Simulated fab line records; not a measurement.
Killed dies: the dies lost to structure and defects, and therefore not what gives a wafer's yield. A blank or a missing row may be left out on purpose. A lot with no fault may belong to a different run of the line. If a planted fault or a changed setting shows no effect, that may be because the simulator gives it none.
Which tool did it? :: flow gf180mcu :: 14 lots with 42 wafers sampled at 4 steps, on a route of 602 steps

## WHAT EACH GAUGE READ, for each wafer
GF_HV_LDD_OVL_MEAS_08.
lot: L285
measured: day 10 04:04
on: overlay-01
HV_LDD_OVL (nm): -4.0 -2.3 -2.8

lot: L286
measured: day 10 07:06
on: overlay-01
HV_LDD_OVL (nm): 1.0 2.0 -0.1

lot: L291
measured: day 11 22:42
on: overlay-01
HV_LDD_OVL (nm): 1.4 0.6 1.6

lot: L292
measured: day 12 07:47
on: overlay-01
HV_LDD_OVL (nm): -0.2 -0.8 -1.2

lot: L293
measured: day 12 12:40
on: overlay-01
HV_LDD_OVL (nm): -1.4 -0.2 -4.1

lot: L294
measured: day 13 00:22
on: overlay-02
HV_LDD_OVL (nm): -0.5 -0.5 0.4

lot: L295
measured: day 13 06:24
on: overlay-01
HV_LDD_OVL (nm): 0.8 1.9 -1.2

lot: L296
measured: day 13 14:32
on: overlay-01
HV_LDD_OVL (nm): 0.3 -3.2 0.2

lot: L297
measured: day 13 23:09
on: overlay-02
HV_LDD_OVL (nm): -1.6 -0.9 0.6

lot: L301
measured: day 15 06:51
on: overlay-02
HV_LDD_OVL (nm): -1.9 -3.8 -2.0

lot: L303
measured: day 15 20:55
on: overlay-02
HV_LDD_OVL (nm): 0.5 0.5 -2.2

lot: L306
measured: day 16 16:22
on: overlay-01
HV_LDD_OVL (nm): -0.8 -0.6 0.2

lot: L307
measured: day 17 02:50
on: overlay-02
HV_LDD_OVL (nm): -1.8 0.6 -1.9

lot: L308
measured: day 17 06:41
on: overlay-02
HV_LDD_OVL (nm): -1.4 0.3 -1.9

GF_HV_LDD_OVL_MEAS_20.
lot: L285
measured: day 10 22:02
on: overlay-02
HV_LDD_01_OVL (nm): -2.6 -0.3 -0.2

lot: L286
measured: day 11 01:17
on: overlay-02
HV_LDD_01_OVL (nm): 0.0 -0.3 1.4

lot: L291
measured: day 12 18:10
on: overlay-01
HV_LDD_01_OVL (nm): 2.3 -0.7 -0.5

lot: L292
measured: day 13 03:50
on: overlay-02
HV_LDD_01_OVL (nm): 0.3 2.1 1.6

lot: L293
measured: day 13 08:55
on: overlay-01
HV_LDD_01_OVL (nm): 0.0 -0.2 -0.5

lot: L294
measured: day 13 20:58
on: overlay-02
HV_LDD_01_OVL (nm): 0.3 -0.5 -0.2

lot: L295
measured: day 14 02:13
on: overlay-02
HV_LDD_01_OVL (nm): 0.1 -1.3 1.2

lot: L296
measured: day 14 10:13
on: overlay-02
HV_LDD_01_OVL (nm): -0.8 -1.8 -1.9

lot: L297
measured: day 14 19:07
on: overlay-02
HV_LDD_01_OVL (nm): -2.7 -1.0 -1.6

lot: L301
measured: day 16 04:01
on: overlay-01
HV_LDD_01_OVL (nm): -0.6 0.3 0.3

lot: L303
measured: day 16 18:52
on: overlay-01
HV_LDD_01_OVL (nm): -1.6 -2.2 -2.8

lot: L306
measured: day 17 13:46
on: overlay-01
HV_LDD_01_OVL (nm): -2.5 0.6 -0.1

lot: L307
measured: day 18 00:50
on: overlay-02
HV_LDD_01_OVL (nm): 0.5 1.3 -2.9

lot: L308
measured: day 18 06:32
on: overlay-02
HV_LDD_01_OVL (nm): 0.2 -0.9 -2.2

GF_HV_LDD_TW_MEAS_50.
lot: L285
measured: day 12 12:24
on: film_metro-01
HV_LDD_4_TW: 565 562 564

lot: L286
measured: day 12 15:19
on: film_metro-02
HV_LDD_4_TW: 569 567 567

lot: L291
measured: day 14 10:40
on: film_metro-04
HV_LDD_4_TW: 562 562 560

lot: L292
measured: day 14 20:39
on: film_metro-04
HV_LDD_4_TW: 563 562 560

lot: L293
measured: day 15 01:36
on: film_metro-04
HV_LDD_4_TW: 559 559 562

lot: L294
measured: day 15 15:51
on: film_metro-02
HV_LDD_4_TW: 563 568 565

lot: L295
measured: day 15 22:09
on: film_metro-04
HV_LDD_4_TW: 557 561 558

lot: L296
measured: day 16 07:23
on: film_metro-04
HV_LDD_4_TW: 561 557 559

lot: L297
measured: day 16 15:23
on: film_metro-04
HV_LDD_4_TW: 556 556 562

lot: L301
measured: day 18 03:49
on: film_metro-02
HV_LDD_4_TW: 570 568 569

lot: L303
measured: day 18 17:24
on: film_metro-04
HV_LDD_4_TW: 560 562 562

lot: L306
measured: day 19 15:00
on: film_metro-04
HV_LDD_4_TW: 561 560 560

lot: L307
measured: day 20 02:07
on: film_metro-02
HV_LDD_4_TW: 566 565 564

lot: L308
measured: day 20 08:21
on: film_metro-04
HV_LDD_4_TW: 556 563 561

## WHAT TOOL EACH LOT RAN ON (gives the tool, then ch and the chambers of the sampled wafers, and finally the start)
lot: L285
GF_HV_LDD_IMPLANT_36: implanter-01 ch 0, day 11 17:11

lot: L286
GF_HV_LDD_IMPLANT_36: implanter-03 ch 0, day 11 19:38

lot: L291
GF_HV_LDD_IMPLANT_36: implanter-04 ch 0, day 13 14:47

lot: L292
GF_HV_LDD_IMPLANT_36: implanter-04 ch 0, day 14 00:00

lot: L293
GF_HV_LDD_IMPLANT_36: implanter-04 ch 0, day 14 04:57

lot: L294
GF_HV_LDD_IMPLANT_36: implanter-01 ch 0, day 14 17:50

lot: L295
GF_HV_LDD_IMPLANT_36: implanter-01 ch 0, day 14 23:54

lot: L296
GF_HV_LDD_IMPLANT_36: implanter-04 ch 0, day 15 08:26

lot: L297
GF_HV_LDD_IMPLANT_36: implanter-03 ch 0, day 15 17:06

lot: L301
GF_HV_LDD_IMPLANT_36: implanter-03 ch 0, day 17 04:27

lot: L303
GF_HV_LDD_IMPLANT_36: implanter-03 ch 0, day 17 18:03

lot: L306
GF_HV_LDD_IMPLANT_36: implanter-04 ch 0, day 18 14:11

lot: L307
GF_HV_LDD_IMPLANT_36: implanter-03 ch 0, day 19 01:11

lot: L308
GF_HV_LDD_IMPLANT_36: implanter-03 ch 0, day 19 07:12
- GF_HV_LDD_IMPLANT_36

## AS READ BY THE TOOLS THEMSELVES (means over the sampled wafers that have a number; for cases with no such wafer, the mark the record gives instead)
GF_HV_LDD_IMPLANT_36.
lot: L285
tool: implanter-01
beam_energy_keV: 60.002
rotation_deg (degrees): 270.00

lot: L286
tool: implanter-03
beam_energy_keV: 59.984
rotation_deg (degrees): 269.96

lot: L291
tool: implanter-04
beam_energy_keV: 60.011
rotation_deg (degrees): 269.98

lot: L292
tool: implanter-04
beam_energy_keV: 59.998
rotation_deg (degrees): 270.02

lot: L293
tool: implanter-04
beam_energy_keV: 60.013
rotation_deg (degrees): 367.43

lot: L294
tool: implanter-01
beam_energy_keV: 59.964
rotation_deg (degrees): 269.96

lot: L295
tool: implanter-01
beam_energy_keV: 60.026
rotation_deg (degrees): 269.99

lot: L296
tool: implanter-04
beam_energy_keV: 60.017
rotation_deg (degrees): 367.44

lot: L297
tool: implanter-03
beam_energy_keV: 60.003
rotation_deg (degrees): 269.94

lot: L301
tool: implanter-03
beam_energy_keV: 60.013
rotation_deg (degrees): 270.00

lot: L303
tool: implanter-03
beam_energy_keV: 59.983
rotation_deg (degrees): 269.98

lot: L306
tool: implanter-04
beam_energy_keV: 59.995
rotation_deg (degrees): 270.01

lot: L307
tool: implanter-03
beam_energy_keV: 59.997
rotation_deg (degrees): 269.97

lot: L308
tool: implanter-03
beam_energy_keV: 59.995
rotation_deg (degrees): 270.01

## THE ANSWER, worked out from the rows above alone
Rule: usual is defined by the lots themselves. The widest of any qualifying gaps counts: lots, ordered by their means at a reading, are off when they make up no more than a third of the lots, leave a main group of 4 or more, and stand apart from it by 3 or more times the standard deviation of that group's means. A main group is skipped when, at the precision printed for the reading in the tables above, its means are all equal. Also off: a lot with no number at a reading for which 4 or more lots have one. All remaining lots with rows at the step are treated as sound. Order of review: gauges by route order, followed by the tools' own readings, for which a lot's mean as printed above is used. At the first step where some lot is off, the reading lying furthest off is the one used; lots without a number count as furthest.
Off: L293, L296 (GF_HV_LDD_IMPLANT_36, rotation_deg). The main group: mean 269.99 degrees, standard deviation 0.023.
If a tool, at that step or one of the process steps before it, ran each lot that is off and ran no sound lot following the first of them, it fits. Not one of the candidates tried fits.

## WHAT THE SIMULATOR PUT IN
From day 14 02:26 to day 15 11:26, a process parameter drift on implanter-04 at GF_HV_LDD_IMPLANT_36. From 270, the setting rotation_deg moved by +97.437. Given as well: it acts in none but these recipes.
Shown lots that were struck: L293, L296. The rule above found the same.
